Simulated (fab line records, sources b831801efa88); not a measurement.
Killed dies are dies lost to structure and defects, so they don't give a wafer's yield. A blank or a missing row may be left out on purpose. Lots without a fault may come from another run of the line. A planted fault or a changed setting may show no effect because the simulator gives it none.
One fault seen from 2 desks | flow gf180mcu | each desk has only its own numbers; what lay behind them comes last

THE METROLOGY DESK
What the gauges read, lot by lot, whatever tool the lot ran on: means of the sampled wafers that have a number. A lot is out of limits, marked OUT, if its mean lies more than 4 standard deviations from the usual mean; the brackets give that distance.
Columns: A = DNWELL_TW at GF_DNWELL_TW_MEAS_09, usual 1358
lot  | first seen here | A
L167 | day 2 19:24     | 1336
L168 | day 3 02:34     | 1376
L169 | day 3 05:09     | 1340
L170 | day 3 11:21     | 1369
L171 | day 3 16:09     | 1372
L175 | day 4 13:33     | 1347
L176 | day 4 16:40     | 1336
L177 | day 5 02:16     | 1358
L179 | day 5 10:55     | 1363
L182 | day 6 03:51     | 1356
L184 | day 6 12:06     | 1377
L185 | day 6 19:28     | 1376
L187 | day 7 06:47     | 1346
L189 | day 7 15:57     | 1353
L190 | day 7 23:02     | 1358
This desk's finding: nothing out of limits on any of the 15 lots.

THE TOOL OWNER'S DESK: litho_track-01
The tool's own readings at GF_LVPWELL_DEVELOP_06 (develop time 60 s): means of the sampled wafers that have a number, for each lot that ran on this tool. A lot is out of limits, marked OUT, if its mean lies more than 4 standard deviations from the usual mean; the brackets give that distance.
Columns: A = chill_plate_temp_C at GF_LVPWELL_DEVELOP_06, usual 22.98 C; B = resist_line_temp_C at GF_LVPWELL_DEVELOP_06, usual 22.98 C
lot  | first seen here | A     | B
L167 | day 3 20:00     | 22.98 | 22.88
L171 | day 4 18:00     | 22.95 | 23.07
L187 | day 8 15:00     | 23.06 | 23.00
This desk's finding: nothing out of limits on any of the 3 lots.

PUT TOGETHER
The metrology desk saw nothing out of limits.
The tool owner's desk saw nothing out of limits.

WHAT THE SIMULATOR HAD PUT IN
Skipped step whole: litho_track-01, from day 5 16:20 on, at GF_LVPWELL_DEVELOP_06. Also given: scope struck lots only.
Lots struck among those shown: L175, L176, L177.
